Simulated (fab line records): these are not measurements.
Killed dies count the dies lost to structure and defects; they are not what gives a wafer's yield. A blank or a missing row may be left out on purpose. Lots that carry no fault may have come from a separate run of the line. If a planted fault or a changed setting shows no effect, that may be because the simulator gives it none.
What tool caused it? || flow gf180mcu || 36 wafers from 12 lots sampled at 5 of the route's 602 steps

== WHAT EACH GAUGE READ, for each wafer ==
GF_V3_CD_MEAS_14: the cd target is 260 nm.
{"lot": "L376", "measured": "day 22 16:59", "on": "cd sem-01", "cd nm (nm)": "258.9 258.9 259.9"}
{"lot": "L377", "measured": "day 23 07:16", "on": "cd sem-02", "cd nm (nm)": "262.2 261.7 262.2"}
{"lot": "L378", "measured": "day 23 11:26", "on": "cd sem-02", "cd nm (nm)": "260.3 258.5 259.5"}
{"lot": "L379", "measured": "day 23 21:15", "on": "cd sem-02", "cd nm (nm)": "259.3 259.8 259.4"}
{"lot": "L380", "measured": "day 24 06:46", "on": "cd sem-02", "cd nm (nm)": "258.6 260.1 257.7"}
{"lot": "L381", "measured": "day 24 09:04", "on": "cd sem-01", "cd nm (nm)": "260.8 260.1 260.0"}
{"lot": "L388", "measured": "day 26 16:25", "on": "cd sem-02", "cd nm (nm)": "262.1 262.2 261.0"}
{"lot": "L389", "measured": "day 27 04:14", "on": "cd sem-02", "cd nm (nm)": "269.0 269.3 270.3"}
{"lot": "L390", "measured": "day 27 10:10", "on": "cd sem-01", "cd nm (nm)": "272.6 271.8 271.6"}
{"lot": "L392", "measured": "day 28 01:33", "on": "cd sem-02", "cd nm (nm)": "260.9 258.7 259.8"}
{"lot": "L394", "measured": "day 28 15:38", "on": "cd sem-01", "cd nm (nm)": "257.8 257.2 256.9"}
{"lot": "L395", "measured": "day 28 23:26", "on": "cd sem-01", "cd nm (nm)": "260.1 259.9 258.9"}

GF_V3_OVL_MEAS_15.
{"lot": "L376", "measured": "day 22 17:06", "on": "overlay-01", "V3_OVL (nm)": "-1 -6 1"}
{"lot": "L377", "measured": "day 23 07:20", "on": "overlay-01", "V3_OVL (nm)": "-5 1 -7"}
{"lot": "L378", "measured": "day 23 11:32", "on": "overlay-01", "V3_OVL (nm)": "12 6 11"}
{"lot": "L379", "measured": "day 23 21:22", "on": "overlay-01", "V3_OVL (nm)": "-4 2 -7"}
{"lot": "L380", "measured": "day 24 06:53", "on": "overlay-01", "V3_OVL (nm)": "0 6 -2"}
{"lot": "L381", "measured": "day 24 09:11", "on": "overlay-01", "V3_OVL (nm)": "-6 -1 -2"}
{"lot": "L388", "measured": "day 26 16:29", "on": "overlay-01", "V3_OVL (nm)": "-7 2 -5"}
{"lot": "L389", "measured": "day 27 04:19", "on": "overlay-01", "V3_OVL (nm)": "-1 -8 -1"}
{"lot": "L390", "measured": "day 27 10:17", "on": "overlay-01", "V3_OVL (nm)": "-2 3 3"}
{"lot": "L392", "measured": "day 28 01:38", "on": "overlay-02", "V3_OVL (nm)": "-11 0 -5"}
{"lot": "L394", "measured": "day 28 15:46", "on": "overlay-02", "V3_OVL (nm)": "-3 4 2"}
{"lot": "L395", "measured": "day 28 23:34", "on": "overlay-01", "V3_OVL (nm)": "-6 -1 -11"}

== TOOL THAT RAN EACH LOT (tool first, then ch and the chambers of the sampled wafers, then the start) ==
{"lot": "L376", "GF_M3_SPUTTER_01": "pvd sputter-02, day 20 15:29", "GF_M3_STRIP_17": "plasma asher-01 ch 0, day 21 15:20", "GF_V3_PEB_12": "litho track-04 ch 0, day 22 16:40"}
{"lot": "L377", "GF_M3_SPUTTER_01": "pvd sputter-01, day 21 06:47", "GF_M3_STRIP_17": "plasma asher-02 ch 0,1, day 22 07:04", "GF_V3_PEB_12": "litho track-01 ch 0, day 23 06:57"}
{"lot": "L378", "GF_M3_SPUTTER_01": "pvd sputter-02, day 21 12:02", "GF_M3_STRIP_17": "plasma asher-03 ch 0,1, day 22 11:47", "GF_V3_PEB_12": "litho track-04 ch 0, day 23 11:04"}
{"lot": "L379", "GF_M3_SPUTTER_01": "pvd sputter-03, day 21 22:03", "GF_M3_STRIP_17": "plasma asher-03 ch 0,1, day 22 21:47", "GF_V3_PEB_12": "litho track-01 ch 0, day 23 20:54"}
{"lot": "L380", "GF_M3_SPUTTER_01": "pvd sputter-03, day 22 08:32", "GF_M3_STRIP_17": "plasma asher-02 ch 0,1, day 23 07:26", "GF_V3_PEB_12": "litho track-04 ch 0, day 24 06:25"}
{"lot": "L381", "GF_M3_SPUTTER_01": "pvd sputter-01, day 22 10:34", "GF_M3_STRIP_17": "plasma asher-01 ch 0,1, day 23 09:41", "GF_V3_PEB_12": "litho track-04 ch 0, day 24 08:43"}
{"lot": "L388", "GF_M3_SPUTTER_01": "pvd sputter-02, day 24 21:04", "GF_M3_STRIP_17": "plasma asher-01 ch 0,1, day 25 18:47", "GF_V3_PEB_12": "litho track-01 ch 0, day 26 16:06"}
{"lot": "L389", "GF_M3_SPUTTER_01": "pvd sputter-03, day 25 09:39", "GF_M3_STRIP_17": "plasma asher-03 ch 0,1, day 26 06:38", "GF_V3_PEB_12": "litho track-04 ch 0, day 27 03:55"}
{"lot": "L390", "GF_M3_SPUTTER_01": "pvd sputter-02, day 25 16:35", "GF_M3_STRIP_17": "plasma asher-03 ch 0,1, day 26 12:56", "GF_V3_PEB_12": "litho track-04 ch 0, day 27 09:49"}
{"lot": "L392", "GF_M3_SPUTTER_01": "pvd sputter-02, day 26 07:36", "GF_M3_STRIP_17": "plasma asher-02 ch 0,1, day 27 04:22", "GF_V3_PEB_12": "litho track-03 ch 0, day 28 01:14"}
{"lot": "L394", "GF_M3_SPUTTER_01": "pvd sputter-02, day 26 21:14", "GF_M3_STRIP_17": "plasma asher-03 ch 0,1, day 27 18:04", "GF_V3_PEB_12": "litho track-03 ch 0, day 28 15:17"}
{"lot": "L395", "GF_M3_SPUTTER_01": "pvd sputter-03, day 27 06:19", "GF_M3_STRIP_17": "plasma asher-01 ch 1, day 28 03:17", "GF_V3_PEB_12": "litho track-03 ch 0, day 28 23:05"}
- GF_M3_SPUTTER_01: material TiN, target thk 30 nm, time 25 s.
- GF_M3_STRIP_17: strips in O2/N2.
- GF_V3_PEB_12: peb time 90 s.

== AS READ BY THE TOOLS THEMSELVES (means over the sampled wafers that have a number; for cases with no such wafer, the mark the record gives instead) ==
GF_M3_SPUTTER_01.
{"lot": "L376", "tool": "pvd sputter-02", "cathode dc power W (W)": 6498.9, "throttle valve pct (%)": 30.1}
{"lot": "L377", "tool": "pvd sputter-01", "cathode dc power W (W)": 6498.6, "throttle valve pct (%)": 30.4}
{"lot": "L378", "tool": "pvd sputter-02", "cathode dc power W (W)": 6500.8, "throttle valve pct (%)": 30.3}
{"lot": "L379", "tool": "pvd sputter-03", "cathode dc power W (W)": 6500.0, "throttle valve pct (%)": 30.6}
{"lot": "L380", "tool": "pvd sputter-03", "cathode dc power W (W)": 6499.3, "throttle valve pct (%)": 29.9}
{"lot": "L381", "tool": "pvd sputter-01", "cathode dc power W (W)": 6500.1, "throttle valve pct (%)": 30.7}
{"lot": "L388", "tool": "pvd sputter-02", "cathode dc power W (W)": 6498.1, "throttle valve pct (%)": 30.2}
{"lot": "L389", "tool": "pvd sputter-03", "cathode dc power W (W)": 6500.1, "throttle valve pct (%)": 28.6}
{"lot": "L390", "tool": "pvd sputter-02", "cathode dc power W (W)": 6500.2, "throttle valve pct (%)": 29.3}
{"lot": "L392", "tool": "pvd sputter-02", "cathode dc power W (W)": 6499.8, "throttle valve pct (%)": 30.0}
{"lot": "L394", "tool": "pvd sputter-02", "cathode dc power W (W)": 6502.5, "throttle valve pct (%)": 29.8}
{"lot": "L395", "tool": "pvd sputter-03", "cathode dc power W (W)": 6499.7, "throttle valve pct (%)": 30.1}

GF_M3_STRIP_17.
{"lot": "L376", "tool": "plasma asher-01", "drypump motor current A (A)": 6.1, "heater power w (W)": 333, "n2 flow sccm (sccm)": 300.2, "oes product au (a.u.)": 0.534, "strip time to endpoint s (s)": 7.33}
{"lot": "L377", "tool": "plasma asher-02", "drypump motor current A (A)": 5.0, "heater power w (W)": 310, "n2 flow sccm (sccm)": 300.0, "oes product au (a.u.)": 0.534, "strip time to endpoint s (s)": 7.31}
{"lot": "L378", "tool": "plasma asher-03", "drypump motor current A (A)": 6.3, "heater power w (W)": 283, "n2 flow sccm (sccm)": 300.3, "oes product au (a.u.)": 0.536, "strip time to endpoint s (s)": 7.34}
{"lot": "L379", "tool": "plasma asher-03", "drypump motor current A (A)": 6.3, "heater power w (W)": 282, "n2 flow sccm (sccm)": 299.5, "oes product au (a.u.)": 0.538, "strip time to endpoint s (s)": 7.34}
{"lot": "L380", "tool": "plasma asher-02", "drypump motor current A (A)": 5.0, "heater power w (W)": 312, "n2 flow sccm (sccm)": 300.8, "oes product au (a.u.)": 0.535, "strip time to endpoint s (s)": 7.29}
{"lot": "L381", "tool": "plasma asher-01", "drypump motor current A (A)": 6.1, "heater power w (W)": 319, "n2 flow sccm (sccm)": 299.5, "oes product au (a.u.)": 0.540, "strip time to endpoint s (s)": 7.37}
{"lot": "L388", "tool": "plasma asher-01", "drypump motor current A (A)": 6.1, "heater power w (W)": 318, "n2 flow sccm (sccm)": 299.1, "oes product au (a.u.)": 0.537, "strip time to endpoint s (s)": 7.34}
{"lot": "L389", "tool": "plasma asher-03", "drypump motor current A (A)": 6.3, "heater power w (W)": 284, "n2 flow sccm (sccm)": 300.2, "oes product au (a.u.)": 0.533, "strip time to endpoint s (s)": 7.33}
{"lot": "L390", "tool": "plasma asher-03", "drypump motor current A (A)": 6.3, "heater power w (W)": 282, "n2 flow sccm (sccm)": 300.3, "oes product au (a.u.)": 0.540, "strip time to endpoint s (s)": 7.41}
{"lot": "L392", "tool": "plasma asher-02", "drypump motor current A (A)": 5.0, "heater power w (W)": 311, "n2 flow sccm (sccm)": 299.8, "oes product au (a.u.)": 0.533, "strip time to endpoint s (s)": 7.29}
{"lot": "L394", "tool": "plasma asher-03", "drypump motor current A (A)": 6.1, "heater power w (W)": 295, "n2 flow sccm (sccm)": 300.9, "oes product au (a.u.)": 0.539, "strip time to endpoint s (s)": 7.36}
{"lot": "L395", "tool": "plasma asher-01", "drypump motor current A (A)": 6.1, "heater power w (W)": 294, "n2 flow sccm (sccm)": 301.2, "oes product au (a.u.)": 0.538, "strip time to endpoint s (s)": 7.37}

GF_V3_PEB_12.
{"lot": "L376", "tool": "litho track-04", "heater power total W (W)": 85.78, "plate temp C (C)": 135.11}
{"lot": "L377", "tool": "litho track-01", "heater power total W (W)": 85.69, "plate temp C (C)": 134.96}
{"lot": "L378", "tool": "litho track-04", "heater power total W (W)": 85.72, "plate temp C (C)": 135.04}
{"lot": "L379", "tool": "litho track-01", "heater power total W (W)": 85.68, "plate temp C (C)": 135.06}
{"lot": "L380", "tool": "litho track-04", "heater power total W (W)": 85.69, "plate temp C (C)": 134.99}
{"lot": "L381", "tool": "litho track-04", "heater power total W (W)": 85.68, "plate temp C (C)": 134.89}
{"lot": "L388", "tool": "litho track-01", "heater power total W (W)": 85.66, "plate temp C (C)": 134.88}
{"lot": "L389", "tool": "litho track-04", "heater power total W (W)": 89.83, "plate temp C (C)": 139.73}
{"lot": "L390", "tool": "litho track-04", "heater power total W (W)": 89.67, "plate temp C (C)": 139.88}
{"lot": "L392", "tool": "litho track-03", "heater power total W (W)": 85.77, "plate temp C (C)": 134.93}
{"lot": "L394", "tool": "litho track-03", "heater power total W (W)": 85.81, "plate temp C (C)": 134.93}
{"lot": "L395", "tool": "litho track-03", "heater power total W (W)": 85.66, "plate temp C (C)": 135.00}

== THE ANSWER, worked out from the rows above alone ==
Rule: usual is defined by the lots themselves. The widest of any qualifying gaps counts: lots, ordered by their means at a reading, are off when they make up no more than a third of the lots, leave a main group of 4 or more, and stand apart from it by 3 or more times the standard deviation of that group's means. A main group whose means are all the same, to the digits that the tables above print for the reading, isn't used. Also off: a lot with no number at a reading for which 4 or more lots have one. All remaining lots with rows at the step are treated as sound. After the gauges, taken in route order, come the tools' own readings; for these a lot's mean is taken, as printed above. The first step at which some lot is off is used, and at that step the reading that is off furthest; a lot without a number counts as furthest.
Off: L389, L390 (GF_V3_CD_MEAS_14, cd nm). Mean 259.8 nm and standard deviation 1.3 in the main group.
A tool fits if, at a process step before that reading, it ran every lot that is off, and no sound lot after the first of them. The gauges at GF_V3_CD_MEAS_14 aren't tried: what is off there is off at GF_V3_PEB_12 too, on other tools, and a gauge's error can't cause that. One fits: litho track-04 at GF_V3_PEB_12. Its last sound lot is L381 (day 24 08:43), its first lot that is off L389 (day 27 03:55): a fault that began between those two fits.
The tool's own readings at GF_V3_PEB_12 bear it out: on the lots that are off they differ by more than 5 times the standard deviation of the sound lots' means. heater power total W reads 89.75 W there against 85.71 W on the sound lots; plate temp C reads 139.81 C there against 134.98 C on the sound lots.

== WHAT HAD BEEN PUT IN BY THE SIMULATOR ==
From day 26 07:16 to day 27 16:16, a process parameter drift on litho track-04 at GF_V3_PEB_12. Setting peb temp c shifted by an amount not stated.
Shown lots that were struck: L389, L390. This agrees with what the rule above found.
